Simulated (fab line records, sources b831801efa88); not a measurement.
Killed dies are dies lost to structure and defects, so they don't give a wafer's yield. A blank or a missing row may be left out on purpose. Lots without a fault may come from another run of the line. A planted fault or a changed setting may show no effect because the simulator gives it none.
Problem report in the 8D (eight disciplines) form, filled by code | flow gf180mcu | the parts of the form that need people (team, actions taken, sign-off) are left out

1. THE PROBLEM
tube_center_temp_C at GF_DUAL_GATE_OXIDATION_15 reads a mean of 868.94 C on 6 wafers of 2 lots; wafers without a fault read 850.01 C with a standard deviation of 0.072. That is +99 or more standard deviations from the usual mean.
The step: stabilise 600 s, purge 300 s, target thk 7.098 nm.
First seen on wafer L694.3, day 13 11:50, on furnace-01. The record holds 18 wafers of 6 lots with a number at this step. Rule for "out", or "out of limits": more than 4 standard deviations from the usual mean. The other wafers with a number count as sound.

2. WHAT IT IS AND WHAT IT IS NOT
question                    | is                                                                                                                                   | is not
which readings at this step | tube_center_temp_C, spike_tc_bottom_C, spike_tc_centre_C, spike_tc_lower_C, spike_tc_top_C, spike_tc_upper_C, tube_center_temp_C_max | -
which lots                  | L694, L695                                                                                                                           | L678, L683, L697, L698
which wafers of those lots  | all that have a number                                                                                                               | -
read on which tools         | furnace-01                                                                                                                           | furnace-02
when                        | from day 13 11:50                                                                                                                    | up to then (6 sound wafers); but 6 sound wafers of L697, L698 came after

3. SUSPECTS, AND WHAT RULES EACH OUT
Counting: a tool at a process step up to the reading stays a suspect if it ran every lot that is out and no sound lot after the first of them.
- plasma_asher-04 at GF_DUAL_GATE_STRIP_13 (strips in O2/N2): kept. It ran every lot that is out, first L694 (day 13 11:38), and no sound lot after that.
- furnace-01 at GF_DUAL_GATE_OXIDATION_15 (stabilise 600 s, purge 300 s, target thk 7.098 nm): kept. It ran every lot that is out, first L694 (day 13 11:50), and no sound lot after that; its last sound lot up to then is L683 (day 10 08:58). Its own readings are out on those wafers: spike_tc_bottom_C, spike_tc_centre_C, spike_tc_lower_C, spike_tc_top_C, spike_tc_upper_C, tube_center_temp_C, tube_center_temp_C_max.
Left after counting: plasma_asher-04 at GF_DUAL_GATE_STRIP_13, furnace-01 at GF_DUAL_GATE_OXIDATION_15.

4. THE CAUSE (what the simulator had put in)
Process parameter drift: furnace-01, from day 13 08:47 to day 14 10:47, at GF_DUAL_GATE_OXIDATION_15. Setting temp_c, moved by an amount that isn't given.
Counting left 2 suspects, and this tool is among them.

5. THE CHAIN OF EFFECTS, in route order
Each row: a reading whose mean over the struck wafers that have a number lies more than 3 standard deviations from the usual. Only readings for which the record gives a usual standard deviation are gone through. hours: the time from each lot's start at the first step in this table that gives one to its start at this step, as a median over the lots. sigmas: the change in usual standard deviations.
hours | step                      | reading                | usual    | on struck wafers | change | sigmas
0     | GF_DUAL_GATE_OXIDATION_15 | spike_tc_bottom_C      | 866.3 C  | 884.5            | +18.2  | +18
0     | GF_DUAL_GATE_OXIDATION_15 | spike_tc_centre_C      | 851.4 C  | 870.4            | +19.0  | +19
0     | GF_DUAL_GATE_OXIDATION_15 | spike_tc_lower_C       | 849.7 C  | 868.2            | +18.5  | +17
0     | GF_DUAL_GATE_OXIDATION_15 | spike_tc_top_C         | 863.2 C  | 882.2            | +19.0  | +19
0     | GF_DUAL_GATE_OXIDATION_15 | spike_tc_upper_C       | 849.1 C  | 867.2            | +18.1  | +13
0     | GF_DUAL_GATE_OXIDATION_15 | tube_center_temp_C     | 850.01 C | 868.94           | +18.93 | +99 or more
0     | GF_DUAL_GATE_OXIDATION_15 | tube_center_temp_C_max | 852.3    | 871.1            | +18.8  | +48
The process steps in it:
- GF_DUAL_GATE_OXIDATION_15: stabilise 600 s, purge 300 s, target thk 7.098 nm.

6. WHAT WOULD HAVE CAUGHT IT SOONER
In this record the first reading out of limits was taken at day 13 11:50, 3 hours after the fault began at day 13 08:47.
